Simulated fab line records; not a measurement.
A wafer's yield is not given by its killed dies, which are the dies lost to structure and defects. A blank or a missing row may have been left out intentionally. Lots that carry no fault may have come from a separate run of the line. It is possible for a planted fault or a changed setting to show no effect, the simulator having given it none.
Comparing a struck lot with a sound one	flow sky130	20 steps out of a route of 708
Sound: these wafers, L597.2, L597.4, L597.6. Struck: wafer L603.3 (left out: L603.4, a lot-mate that was not struck); the cause follows at the end.
For every step that has rows: the tool of each side, followed by ch and its chambers, followed by its first start. Under that, the readings that differ: sound wafers	struck wafers	difference of the means	sigmas: that difference in standard deviations of wafers without a fault.
alike: readings with means less than 2 such deviations apart, plus words and numbers identical on both sides. not compared: withheld readings, readings lacking a value on some wafer, bounds such as >300 that could conceal the same value, and numbers that have no deviation in the record and whose values overlap.
A row with sigmas, a row that says differs or no value, or rows on one side alone: a step with any of these is where the two part. Numbers that don't overlap but have no deviation are shown without sigmas and don't part them. Lack of a reading on every wafer of one side parts them only where that side has two or more wafers.

SKY_SONOS_TUNNEL_TW_MEAS_12:
  sound on filmMetro-01 at day 12 18:59; struck on filmMetro-02 at day 15 00:28
  alike: SONOS_TUNNEL_TW
then, 2 steps without rows for these wafers: SKY_SONOS_TUNNEL_CLEAN_13 (cleans in dHF, time 20 s); SKY_SONOS_ONO_OXIDATION_00 (stabilise 600 s, purge 300 s, target thk 2.6 nm).
SKY_SONOS_ONO_THK_MEAS_01:
  sound on filmMetro-01 at day 12 23:28; struck on filmMetro-02 at day 15 02:07
  alike: SONOS_ONO_OXIDATION_THK
then, 1 step without rows for these wafers: SKY_SONOS_ONO_CVD_02 (deposits Si3N4 from DCS/NH3, target thk 10.5 nm, time 180 s).
SKY_SONOS_ONO_THK_MEAS_03:
  sound on filmMetro-02 at day 13 00:35; struck on filmMetro-02 at day 15 03:41
  alike: SONOS_ONO_CVD_02_THK
then, 1 step without rows for these wafers: SKY_SONOS_ONO_CVD_04 (deposits SiO2 from SiH4/N2O, target thk 5.7199 nm).
SKY_SONOS_ONO_THK_MEAS_05:
  sound on filmMetro-01 at day 13 03:13; struck on filmMetro-04 at day 15 05:00
  alike: SONOS_ONO_CVD_04_THK
then, 4 steps without rows for these wafers: SKY_SONOS_ONO_DEHYDRATE_06 (time 60 s); SKY_SONOS_ONO_HMDS_07 (prime time 60 s); SKY_SONOS_ONO_COAT_08 (resist thk 1140 nm); SKY_SONOS_ONO_SOFTBAKE_09 (time 60 s).
SKY_SONOS_ONO_EXPOSE_10: exposes mask ONOM, target cd 410 nm.
  sound on ilineStepper-01 ch 0, day 13 15:25; struck on ilineStepper-01 ch 0, day 15 18:23
  alike: mask
then, 2 steps without rows for these wafers: SKY_SONOS_ONO_PEB_11; SKY_SONOS_ONO_DEVELOP_12 (develop time 60 s).
SKY_SONOS_ONO_CD_MEAS_13: the cd target is 410 nm.
  sound on cdSem-02 at day 14 04:43; struck on cdSem-01 at day 16 08:23
reading	sound	struck	difference	sigmas
cdNm (nm)	409.2 408.4 410.1	395.1	-14.1	-5
SKY_SONOS_ONO_OVL_MEAS_14:
  sound on overlay-01 at day 14 04:49; struck on overlay-01 at day 16 08:28
  alike: SONOS_ONO_OVL
SKY_SONOS_ONO_ETCH_15: etches the open film in CHF3/O2, target depth 19.52 nm, time 7.8 s.
  sound on rieDiel-04 ch 0,1,2, day 14 04:50; struck on rieDiel-01 ch 1, day 16 08:29
reading	sound	struck	difference	sigmas
model.SONOS_ONO.cdNm (nm)	408.8 408.1 410.4	395.2	-13.9	
  alike: drypumpMotorCurrentA, oesProductAu, throttleValvePct
  not compared: rfHoursCounterH
then, 1 step without rows for these wafers: SKY_SONOS_ONO_WET_ETCH_16 (etches SiO2 in dHF, target depth 14 nm, time 280 s).
-- record jumps: 32 days separate the struck wafers' starts on either side; left off in module SONOS_ONO, taken up again in module PAD_OPEN, whose first shown step is the route's number 708 --
SKY_PAD_OPEN_PROBE_99:
  sound on prober-02 at day 46 22:29; struck on prober-01 at day 48 12:37
  alike: killed_at_M0_to_M3, killed_at_M4_up, killedAtContacts, killedAtFrontEnd, killedAtOther, killedDies, killedOpen, killedShort

## WHERE THEY PART
At SKY_SONOS_ONO_CD_MEAS_13 and nowhere else, as far as this record goes. Later steps at which nothing parts them and some readings are alike: SKY_SONOS_ONO_OVL_MEAS_14, SKY_SONOS_ONO_ETCH_15, SKY_PAD_OPEN_PROBE_99.

WHY: what the simulator had put in
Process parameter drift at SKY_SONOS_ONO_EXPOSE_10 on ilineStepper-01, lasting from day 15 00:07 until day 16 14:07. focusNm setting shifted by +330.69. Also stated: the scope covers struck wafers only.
